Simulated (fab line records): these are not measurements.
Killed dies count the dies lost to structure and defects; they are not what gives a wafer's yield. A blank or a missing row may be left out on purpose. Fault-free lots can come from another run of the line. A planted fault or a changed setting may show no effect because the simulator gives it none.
Problem report in the 8D (eight disciplines) form, filled by code / flow sky130 / the parts of the form that need people (team, actions taken, sign-off) are left out

## 1. WHAT IS WRONG
LDD_LDN_OVL at SKY_LDD_LDN_OVL_MEAS_07 reads a mean of -104.2 nm on 6 wafers of 2 lots; wafers without a fault read -0.4 nm with a standard deviation of 1.2. That puts it -86 standard deviations away from the usual mean.
Earliest sighting: wafer L594.1 on overlay-01 at day 25 21:16. The record holds 36 wafers of 12 lots with a number at this step. The rule behind "out" and "out of limits": a value lying over 4 standard deviations away from the usual mean. The rest of the wafers with a number are treated as sound.

## 2. WHAT IT IS, AND WHAT IT ISN'T
question=which readings at this step | is=LDD_LDN_OVL | is not=-
question=which lots | is=L594, L598 | is not=L588, L589, L590, L592, L600, L603, L604, L608, L609, L610
question=which wafers of those lots | is=all that have a number | is not=-
question=read on which gauges | is=overlay-01, overlay-02 | is not=-
question=when | is=from day 25 21:16 | is not=up to then (12 sound wafers); but 18 sound wafers of L600, L603, L604, L608, L609, L610 came after

## 3. WHAT RULES OUT EACH SUSPECT
Counting: a tool at any process step up to the reading remains a suspect when it ran all the lots that are out and ran no sound lot after the first of those.
- ruled out: the gauge at SKY_LDD_LDN_OVL_MEAS_07. Those wafers that are out were read across 2 gauges (overlay-01, overlay-02).
- plasma-asher-04 at SKY_LDD_HVP_STRIP_09 (strips in O2/N2): ruled out as a lasting fault. After its first lot that is out, L594 (day 24 14:50), sound lots L600 ran on it.
- iline-stepper-01 at SKY_LDD_LDN_EXPOSE_04 (exposes mask LDNTM, target cd 700 nm): kept. It ran every lot that is out, first L594 (day 25 06:05), and no sound lot after that; its last sound lot up to then is L589 (day 23 00:19).
After counting, what remains is iline-stepper-01 at SKY_LDD_LDN_EXPOSE_04.

## 4. THE CAUSE (what the simulator had put in)
Scanner matching overlay: iline-stepper-01, from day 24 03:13 on, at SKY_LDD_LDN_EXPOSE_04. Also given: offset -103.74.
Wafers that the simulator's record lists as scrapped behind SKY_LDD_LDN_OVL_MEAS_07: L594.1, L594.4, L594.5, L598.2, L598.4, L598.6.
Counting left only this tool.

## 5. SEQUENCE OF EFFECTS, ordered by route
Each row: a reading where the mean over the struck wafers with a number is more than 3 standard deviations away from the usual. Only readings for which the record gives a usual standard deviation are gone through. hours: the time from each lot's start at the first step in this table that gives one to its start at this step, as a median over the lots. sigmas: the change in usual standard deviations.
hours=0; step=SKY_LDD_LDN_OVL_MEAS_07; reading=LDD_LDN_OVL; usual=-0.4 nm; on struck wafers=-104.2; change=-103.8; sigmas=-86

## 6. HOW IT WOULD HAVE BEEN CAUGHT EARLIER
In this record the first reading out of limits at a measuring or inspecting step was taken at day 25 21:16, 42 hours after the fault began at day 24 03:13.
Tool readings at SKY_LDD_LDN_EXPOSE_04 with a usual standard deviation given in the record: none out on any struck wafer, hence no alarm at a limit of 4 standard deviations on them.
Among the 2 lots that are out, L598 began SKY_LDD_LDN_EXPOSE_04 on iline-stepper-01 after day 25 21:16. Holding the tool at that time would have saved it.
